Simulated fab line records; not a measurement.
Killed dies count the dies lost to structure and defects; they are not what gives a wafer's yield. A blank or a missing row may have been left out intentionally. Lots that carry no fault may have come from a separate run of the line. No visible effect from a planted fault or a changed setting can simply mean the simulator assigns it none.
A lot that was struck, set against a sound lot	flow sky130	17 steps out of a route of 708
Sound: the wafers L618.1, L618.4, L618.5. Wafers L623.2, L623.3, L623.6 were the ones struck. The cause comes at the end.
At each step with rows: each side's tool, then ch and its chambers, then its first start. Under that, the readings that differ: sound wafers	struck wafers	difference of the means	sigmas: that difference in standard deviations of wafers without a fault.
alike: a reading whose means differ by less than 2 such deviations, as well as words and numbers matching on both sides. not compared: withheld readings; readings where some wafer has no value; bounds like >300 that might hide an equal value; numbers whose values overlap and for which the record gives no deviation.
The two part at a step that has a row with sigmas, a row that says differs or no value, or rows on one side only. Numbers that don't overlap but have no deviation are shown without sigmas and don't part them. A reading missing from all wafers of one side parts the sides only when that side holds two or more wafers.

first, 5 steps without rows for these wafers: SKY_SD_N_COAT_02 (resist thk 1140 nm); SKY_SD_N_SOFTBAKE_03 (time 60 s); SKY_SD_N_EXPOSE_04 (exposes mask NSDM, target cd 380 nm); SKY_SD_N_PEB_05; SKY_SD_N_DEVELOP_06 (develop time 60 s).
SKY_SD_N_CD_MEAS_07 targets a cd of 380 nm.
  struck on cd_sem-01, day 31 07:21; sound on cd_sem-01, day 29 05:47
reading	sound	struck	difference	sigmas
cd_nm (nm)	382.3 384.4 382.1	378.4 377.2 377.8	-5.1	-2
SKY_SD_N_OVL_MEAS_08:
  struck on overlay-01, day 31 07:28; sound on overlay-02, day 29 05:54
  alike: SD_N_OVL
then, 2 steps without rows for these wafers: SKY_SD_N_IMPLANT_09; SKY_SD_N_IMPLANT_10.
SKY_SD_N_STRIP_11: strips in O2/N2.
  sound on plasma_asher-03 ch 0,1, day 29 06:14; struck on plasma_asher-03 ch 1, day 31 07:47
  alike: drypump_motor_current_A, n2_flow_sccm, oes_product_au, strip_time_to_endpoint_s
  not compared: rf_hours_counter_h
SKY_SD_N_TW_MEAS_12:
  struck on film_metro-01, day 31 07:54; sound on film_metro-01, day 29 06:20
  alike: SD_N_TW
then, 1 step without rows for these wafers: SKY_SD_N_CLEAN_13 (cleans in SC1/SC2, time 150 s).
SKY_SD_N_RTA_14: time 2 s.
  sound on rtp_anneal-01 ch 0, day 29 06:26; struck on rtp_anneal-01 ch 0, day 31 08:00
reading	sound	struck	difference	sigmas
lamp_power_pct (%)	15.74 15.72 15.72	14.45 14.22 14.33	-1.39	-24
  alike: wafer_temp_C_max
SKY_SD_N_RS_MEAS_16: the measuring method here is four-point-probe.
  struck on film_metro-01, day 31 08:11; sound on film_metro-01, day 29 06:37
reading	sound	struck	difference	sigmas
SD_N_RS (ohm/sq)	68.64 68.52 68.62	74.80 74.54 74.58	+6.05	+50
SKY_SD_N_RS_MEAS_17: the measuring method here is four-point-probe.
  struck on film_metro-01, day 31 08:19; sound on film_metro-01, day 29 06:44
reading	sound	struck	difference	sigmas
SD_P_RS (ohm/sq)	147.2 146.7 147.1	185.3 185.5 185.6	+38.5	+89
SKY_SD_N_RS_MEAS_18: the measuring method here is four-point-probe.
  struck on film_metro-01, day 31 08:26; sound on film_metro-01, day 29 06:52
reading	sound	struck	difference	sigmas
RES_XHIGH_RS (ohm/sq)	333.1 332.6 333.6	335.5 335.8 335.8	+2.6	+2
-- record jumps: 17 days separate the struck wafers' starts on either side; left off in module SD_N, taken up again in module PAD_OPEN, whose first shown step is the route's number 708 --
SKY_PAD_OPEN_PROBE_99:
  struck on prober-01, day 48 07:24; sound on prober-01, day 46 18:23
reading	sound	struck	difference	sigmas
model.etest.res_xhigh_po.line_ohm_um	5374 5696 5355	9166 9244 9097	+3694	
model.etest.res_xhigh_po.rs_ohm_sq	1913 2012 1886	3196 3222 3213	+1273	
model.etest.tip_p.rs_ohm_sq	6871 6917 6881	7486 7473 7493	+594	
model.etest.pfet_01v8.r_on_ohm_um	2938 2942 2930	3398 3476 3483	+516	
model.etest.res_pdiff.line_ohm_um	1397 1392 1379	1752 1778 1801	+388	
model.etest.res_high_po.line_ohm_um	710.4 733.4 717.1	1106 1105 1097	+382	
model.etest.licon_high_po.rc_ohm	343.7 352.1 322.1	650 678.8 671.2	+327	
model.etest.pfet_g5v0d10v5.r_on_ohm_um	4763 4810 4765	5088 5063 5060	+291	
  alike: killed_at_M0_to_M3, killed_at_M4_up, killed_at_contacts, killed_at_front_end, killed_at_other, killed_dies, killed_on_rim, killed_open, killed_short

== WHERE THEY PART ==
Last at SKY_SD_N_RS_MEAS_18 as far as this record goes, first at SKY_SD_N_CD_MEAS_07. Later steps at which nothing parts them and some readings are alike: SKY_PAD_OPEN_PROBE_99.

WHY: whatever the simulator had introduced
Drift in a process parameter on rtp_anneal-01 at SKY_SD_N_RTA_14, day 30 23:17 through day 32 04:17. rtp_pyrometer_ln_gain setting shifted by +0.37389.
